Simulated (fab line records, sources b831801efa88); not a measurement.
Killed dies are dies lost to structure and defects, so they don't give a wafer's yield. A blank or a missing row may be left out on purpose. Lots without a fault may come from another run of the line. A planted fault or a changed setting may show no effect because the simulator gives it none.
fab line records | flow sfq_line
record lots=14 wafers=42 last_day=91
route steps=325 shown I4@163 JJ@183
lots that met no fault: from a run of the same line without faults
start_h: hours from the record's first day to the start of the lot's first wafer shown | wait_h: hours since the lot's step before | " the same as in the row above | L1.1+2: a row that stands for several wafers | - no value, or no start given | * or withheld: withheld | < > ~ a bound
route shown NAME@n: a module of which the file shows steps, and the number in the route of the first | usual: mean/standard deviation of fault-free wafers | same: alike in all rows | chamber/n: place in a boat | sites: the reading at each site | _std_site: their standard deviation | _edge_site: outer sites' mean less inner sites' | radius_mm: how far each site lies from the wafer's centre | mask NAME#n: copy n | behind: the tool/chamber that last shaped the wafer | hold: why the lot was held/for how many hours/how that ended | device: the transistor (n, p or np) that didn't switch | end of line: the same wafers' tests at the end of the route | a step without rows: its recipe alone | killed: dies lost to structure and defects at the first sort, not the wafer's yield | map: a wafer's dies, x killed, . not, _ none there
set.NAME: the setting as run; set.NAME@STEP: as run at that earlier step | model.NAME: the simulator's own value behind a step, which no gauge read
steps of the route over a sample of lots; a table a step, a row a wafer
services: from which hour (start_h, from the record's first day; less than 0 if before it) a tool's chamber was out of use, for how many hours, and why
## steps
# step SFQ_TRILAYER_I4_DEP_PECVD_099
# recipe material=SiO2 temp_c=150 time_s=111.11 pressure_torr=2.4 rf_w=183.3 precursor=SiH4/N2O target_thk_nm=500
# usual heater_power_w=77/15 throttle_valve_pct=24.2/1.3
# columns lot.wafer tool chamber start_h wait_h heater_power_w throttle_valve_pct
L841.1 pecvd-02 0 1180.71 0.0 76 23.0
L841.2 " 2 " " 69 22.3
L841.3 " 1 " " 79 21.7
L842.1 pecvd-01 1 1185.92 0.0 39 25.4
L842.4 " 2 " " 64 23.9
L842.5 " 1 " " 44 25.6
L843.1 pecvd-04 1 1192.05 0.0 99 24.0
L843.2 " 0 " " 85 24.6
L843.6 " 0 " " 87 24.9
L844.1 pecvd-01 2 1208.24 0.0 65 24.4
L844.3 " 0 " " 88 25.3
L844.4 " 1 " " 51 25.4
L847.1 pecvd-02 1 1228.78 0.0 79 21.8
L847.4 " 0 " " 76 23.0
L847.6 " 2 " " 71 22.6
L848.1 pecvd-01 1 1237.17 0.0 49 25.3
L848.3 " 1 " " 50 25.5
L848.5 " 2 " " 69 24.3
L849.1 pecvd-02 1 1259.97 0.0 93 21.9
L849.5 " 1 " " 95 22.0
L849.6 " 0 " " 75 23.1
L854.3 pecvd-04 2 1299.69 0.0 75 26.0
L854.4 " 2 " " 80 25.9
L854.5 " 0 " " 85 25.2
L855.2 pecvd-01 2 1302.09 0.0 67 24.4
L855.4 " 0 " " 86 25.4
L855.6 " 2 " " 68 24.6
L856.2 pecvd-02 0 1304.49 0.0 77 23.3
L856.3 " 1 " " 97 22.1
L856.4 " 0 " " 64 23.3
L857.2 pecvd-04 2 1307.02 0.0 80 26.2
L857.4 " 0 " " 95 25.1
L857.6 " 1 " " 88 24.2
L858.3 pecvd-02 0 1312.42 0.0 68 23.3
L858.5 " 0 " " 71 23.2
L858.6 " 1 " " 81 22.0
L861.2 pecvd-02 2 1328.45 0.0 65 22.8
L861.3 " 1 " " 86 22.1
L861.5 " 0 " " 75 23.4
L862.1 pecvd-02 1 1363.82 0.0 80 22.4
L862.5 " 1 " " 80 22.1
L862.6 " 0 " " 70 23.3
# step SFQ_TRILAYER_I4_VIA_STRIP_STRIP_107
# recipe gas=O2 power_w=200 platen_temp_c=40 overash_fraction=0.65 chemistry=O2 pressure_mtorr=50
# usual drypump_motor_current_A=5.6/0.52 he_backside_leak_sccm=3.51/0.24 oes_product_au=0.998/0.0094
# columns lot.wafer tool chamber start_h wait_h drypump_motor_current_A he_backside_leak_sccm oes_product_au rf_hours_counter_h
L841.1 rie_metal-02 1 1187.54 - 4.8 3.45 0.998 66
L841.2 " 0 " " 5.7 3.46 0.979 123
L841.3 " 0 " " 5.7 3.33 0.983 -
L842.1 rie_metal-03 1 1192.88 - 6.2 3.57 1.006 37
L842.4 " 1 " " 6.2 3.42 1.001 -
L842.5 " 1 " " 6.2 3.49 0.995 -
L843.1 rie_metal-03 1 1198.88 - 6.2 3.46 0.997 38
L843.2 " 0 " " 4.9 3.41 0.997 77
L843.6 " 0 " " 4.9 3.52 0.995 -
L844.1 rie_metal-02 1 1351.24 - 4.8 3.49 0.992 87
L844.3 " 0 " " 5.7 3.19 0.999 -
L844.4 " 1 " " 4.8 3.53 0.993 -
L847.1 rie_metal-03 0 1372.60 - 5.0 3.50 0.985 101
L847.4 " 0 " " 5.0 3.45 0.982 -
L847.6 " 1 " " 6.2 3.58 0.990 -
L848.1 rie_metal-01 0 1381.12 - 6.0 3.65 0.996 49
L848.3 " 1 " " 5.7 3.75 1.002 -
L848.5 " 1 " " 5.8 3.84 1.004 -
L849.1 rie_metal-01 1 1402.72 - 5.8 3.49 1.010 8
L849.5 " 1 " " 5.8 3.46 1.009 -
L849.6 " 0 " " 6.0 3.69 0.992 -
L854.3 rie_metal-01 0 1437.72 - 6.0 3.36 1.004 -
L854.4 " 1 " " 5.8 3.51 1.006 -
L854.5 " 1 " " 5.7 3.64 1.015 -
L855.2 rie_metal-03 0 1438.72 - 5.0 3.30 1.006 106
L855.4 " 0 " " 5.0 3.36 1.015 -
L855.6 " 0 " " 5.0 3.47 1.007 -
L856.2 rie_metal-03 0 1442.32 - 5.0 3.39 1.005 106
L856.3 " 0 " " 5.0 3.35 1.007 -
L856.4 " 1 " " 6.2 3.55 1.004 -
L857.2 rie_metal-02 1 1444.72 - 4.8 3.43 0.995 98
L857.4 " 0 " " 5.7 3.46 0.989 -
L857.6 " 1 " " 4.8 4.00 0.999 -
L858.3 rie_metal-02 0 1448.52 - 5.7 3.34 1.001 -
L858.5 " 0 " " 5.7 3.27 0.992 -
L858.6 " 1 " " 4.9 3.38 0.994 -
L861.2 rie_metal-03 0 1459.12 - 5.0 3.53 1.005 108
L861.3 " 1 " " 6.2 3.66 1.010 -
L861.5 " 1 " " 6.2 3.64 1.002 -
L862.1 rie_metal-02 0 1504.01 - 5.7 3.21 1.016 32
L862.5 " 1 " " 4.8 3.46 1.003 -
L862.6 " 0 " " 5.7 3.15 0.999 -
# step SFQ_JJ_RS_MEAS_929
# recipe thk_meas_gauge=four-point-probe reads=Nb_of_TRILAYER_JJ_TRILAYER_DEP_SPUTTER_112
# usual JJ_NB_RS=1.050/0.011
# columns lot.wafer tool chamber start_h wait_h JJ_NB_RS[ohm/sq]
L841.1 film_metro-04 - 1189.52 0.0 1.054
L841.2 " - " " 1.041
L841.3 " - " " 1.056
L842.1 film_metro-01 - 1194.86 0.0 1.039
L842.4 " - " " 1.045
L842.5 " - " " 1.062
L843.1 film_metro-02 - 1200.86 0.0 1.040
L843.2 " - " " 1.036
L843.6 " - " " 1.031
L844.1 film_metro-01 - 1353.22 0.0 1.058
L844.3 " - " " 1.051
L844.4 " - " " 1.058
L847.1 film_metro-02 - 1374.58 0.0 1.043
L847.4 " - " " 1.053
L847.6 " - " " 1.054
L848.1 film_metro-04 - 1383.10 0.0 1.060
L848.3 " - " " 1.057
L848.5 " - " " 1.056
L849.1 film_metro-04 - 1404.72 0.0 1.075
L849.5 " - " " 1.061
L849.6 " - " " 1.054
L854.3 film_metro-04 - 1439.54 0.1 1.059
L854.4 " - " " 1.044
L854.5 " - " " 1.055
L855.2 film_metro-02 - 1440.72 0.1 1.055
L855.4 " - " " 1.041
L855.6 " - " " 1.040
L856.2 film_metro-02 - 1444.34 0.1 1.056
L856.3 " - " " 1.061
L856.4 " - " " 1.075
L857.2 film_metro-01 - 1446.72 0.1 1.039
L857.4 " - " " 1.034
L857.6 " - " " 1.034
L858.3 film_metro-02 - 1450.34 0.1 1.054
L858.5 " - " " 1.041
L858.6 " - " " 1.052
L861.2 film_metro-02 - 1461.12 0.1 1.066
L861.3 " - " " 1.048
L861.5 " - " " 1.064
L862.1 film_metro-01 - 1505.99 0.0 1.053
L862.5 " - " " 1.058
L862.6 " - " " 1.035
# step SFQ_TRILAYER_JJ_CE_LITHO_PEB_117
# recipe peb_temp_c=115 peb_time_s=58.8 resist=KrF
# usual exhaust_pa=45.1/0.86 heater_power_total_W=79.69/0.066 plate_temp_C=114.95/0.14
# columns lot.wafer tool chamber start_h wait_h exhaust_pa heater_power_total_W plate_temp_C
L841.1 litho_track-03 0 1329.97 1.0 45.3 79.79 115.03
L841.2 " 0 " " 44.9 79.68 115.19
L841.3 " 0 " " 43.5 79.77 115.19
L842.1 litho_track-02 0 1334.77 1.0 46.2 79.82 114.91
L842.4 " 0 " " 45.6 79.66 114.88
L842.5 " 0 " " 43.8 79.73 114.96
L843.1 litho_track-02 0 1340.34 1.0 46.0 79.60 114.74
L843.2 " 0 " " 45.9 79.75 114.79
L843.6 " 0 " " 44.6 79.76 114.81
L844.1 litho_track-03 0 1472.90 1.0 46.1 79.70 115.05
L844.3 " 0 " " 45.9 79.68 115.06
L844.4 " 0 " " 46.1 79.73 114.91
L847.1 litho_track-03 0 1505.92 1.0 44.2 79.70 114.99
L847.4 " 0 " " 44.4 79.64 114.91
L847.6 " 0 " " 42.8 79.70 114.82
L848.1 litho_track-01 0 1511.92 1.0 46.1 79.70 115.22
L848.3 " 0 " " 44.2 79.60 115.15
L848.5 " 0 " " 45.3 79.64 115.02
L849.1 litho_track-03 0 1533.30 1.0 45.0 79.73 114.92
L849.5 " 0 " " 44.1 79.68 115.01
L849.6 " 0 " " 44.1 79.61 114.83
L854.3 litho_track-03 0 1565.97 0.7 45.3 79.66 115.20
L854.4 " 0 " " 45.8 79.67 114.90
L854.5 " 0 " " 45.5 79.69 115.08
L855.2 litho_track-02 0 1568.35 0.8 46.5 79.78 114.86
L855.4 " 0 " " 45.5 79.78 114.94
L855.6 " 0 " " 46.6 79.79 114.80
L856.2 litho_track-01 0 1570.75 0.8 45.0 73.75 108.38
L856.3 " 0 " " 46.2 73.85 108.31
L856.4 " 0 " " 45.6 73.82 108.31
L857.2 litho_track-01 0 1574.35 0.8 45.8 73.78 108.78
L857.4 " 0 " " 45.0 73.74 108.64
L857.6 " 0 " " 44.3 73.81 108.59
L858.3 litho_track-03 0 1580.37 0.7 46.7 79.72 114.78
L858.5 " 0 " " 47.3 79.77 115.00
L858.6 " 0 " " 45.7 79.81 114.87
L861.2 litho_track-03 0 1589.95 0.8 45.2 79.64 115.07
L861.3 " 0 " " 45.3 79.76 115.10
L861.5 " 0 " " 45.1 79.68 115.16
L862.1 litho_track-02 0 1617.52 1.0 43.8 79.60 114.91
L862.5 " 0 " " 44.1 79.75 114.76
L862.6 " 0 " " 42.9 79.66 114.77
# step SFQ_TRILAYER_JJ_CE_METRO_MEASURE_117
# usual cd_nm=702.7/1.3
# columns lot.wafer tool chamber start_h wait_h cd_nm
L841.1 cd_sem-02 - 1330.31 0.0 702.7
L841.2 " - " " 702.4
L841.3 " - " " 702.9
L842.1 cd_sem-01 - 1335.11 0.0 702.7
L842.4 " - " " 703.0
L842.5 " - " " 702.8
L843.1 cd_sem-02 - 1340.67 0.0 699.8
L843.2 " - " " 700.3
L843.6 " - " " 700.1
L844.1 cd_sem-01 - 1473.24 0.0 703.0
L844.3 " - " " 702.9
L844.4 " - " " 702.2
L847.1 cd_sem-02 - 1506.26 0.0 702.0
L847.4 " - " " 701.3
L847.6 " - " " 702.3
L848.1 cd_sem-01 - 1512.26 0.0 702.4
L848.3 " - " " 702.1
L848.5 " - " " 701.7
L849.1 cd_sem-02 - 1533.63 0.0 702.5
L849.5 " - " " 702.3
L849.6 " - " " 704.5
L854.3 cd_sem-01 - 1566.66 0.4 702.6
L854.4 " - " " 702.4
L854.5 " - " " 702.6
L855.2 cd_sem-02 - 1568.86 0.2 703.7
L855.4 " - " " 703.8
L855.6 " - " " 702.1
L856.2 cd_sem-01 - 1571.26 0.2 866.0
L856.3 " - " " 867.6
L856.4 " - " " 866.9
L857.2 cd_sem-02 - 1574.86 0.2 868.2
L857.4 " - " " 866.6
L857.6 " - " " 867.4
L858.3 cd_sem-01 - 1581.06 0.4 700.8
L858.5 " - " " 702.0
L858.6 " - " " 701.4
L861.2 cd_sem-02 - 1590.46 0.2 704.1
L861.3 " - " " 704.9
L861.5 " - " " 704.0
L862.1 cd_sem-01 - 1617.86 0.0 705.1
L862.5 " - " " 702.8
L862.6 " - " " 705.2
## services
# columns tool chamber start_h hours kind
cd_sem-02 - 1166.43 0.4 pm
cd_sem-01 - 1177.88 0.7 pm
cd_sem-01 - 1197.50 4.5 repair
pecvd-02 - 1203.92 0.5 repair
pecvd-02 0 1204.28 6.8 repair
cd_sem-01 - 1207.96 0.5 pm
cd_sem-02 - 1236.63 1.0 pm
cd_sem-02 - 1249.28 0.2 pm
cd_sem-01 - 1249.77 0.3 pm
cd_sem-01 - 1336.31 1.6 pm
cd_sem-02 - 1350.43 0.4 pm
cd_sem-01 - 1361.88 1.4 pm
cd_sem-02 - 1367.84 1.7 pm
cd_sem-01 - 1391.96 0.5 pm
pecvd-02 2 1396.02 3.5 repair
cd_sem-02 - 1420.63 0.2 pm
cd_sem-02 - 1433.28 0.5 pm
pecvd-02 - 1457.04 0.8 repair
pecvd-02 - 1506.04 1.1 repair
cd_sem-01 - 1519.77 0.5 pm
cd_sem-01 - 1520.27 1.5 pm
pecvd-02 - 1529.29 0.2 repair
cd_sem-02 - 1534.83 0.4 pm
cd_sem-01 - 1545.88 1.4 pm
## key
first_sign step=SFQ_TRILAYER_JJ_CE_LITHO_PEB_117 reading=heater_power_total_W direction=down sigmas=90 usual=79.69 struck=73.79
effect step=SFQ_TRILAYER_JJ_CE_LITHO_PEB_117 reading=plate_temp_C direction=down sigmas=45 usual=* struck=*
effect step=SFQ_TRILAYER_JJ_CE_METRO_MEASURE_117 reading=cd_nm direction=up sigmas=99+ usual=702.7 struck=867.1
met_at SFQ_TRILAYER_JJ_CE_LITHO_PEB_117
struck_lots L856,L857
not_acting_at SFQ_TRILAYER_I4_DEP_PECVD_099,SFQ_TRILAYER_I4_VIA_STRIP_STRIP_107,SFQ_JJ_RS_MEAS_929
onset_between 1511.92 1570.75
fault kind=process_parameter_drift tool=litho_track-01 chamber=- onset_h=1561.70 steps=SFQ_TRILAYER_JJ_CE_LITHO_PEB_117 channel=peb_temp_c offset=* shape=step end_h=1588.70 acts_in=* stated=*
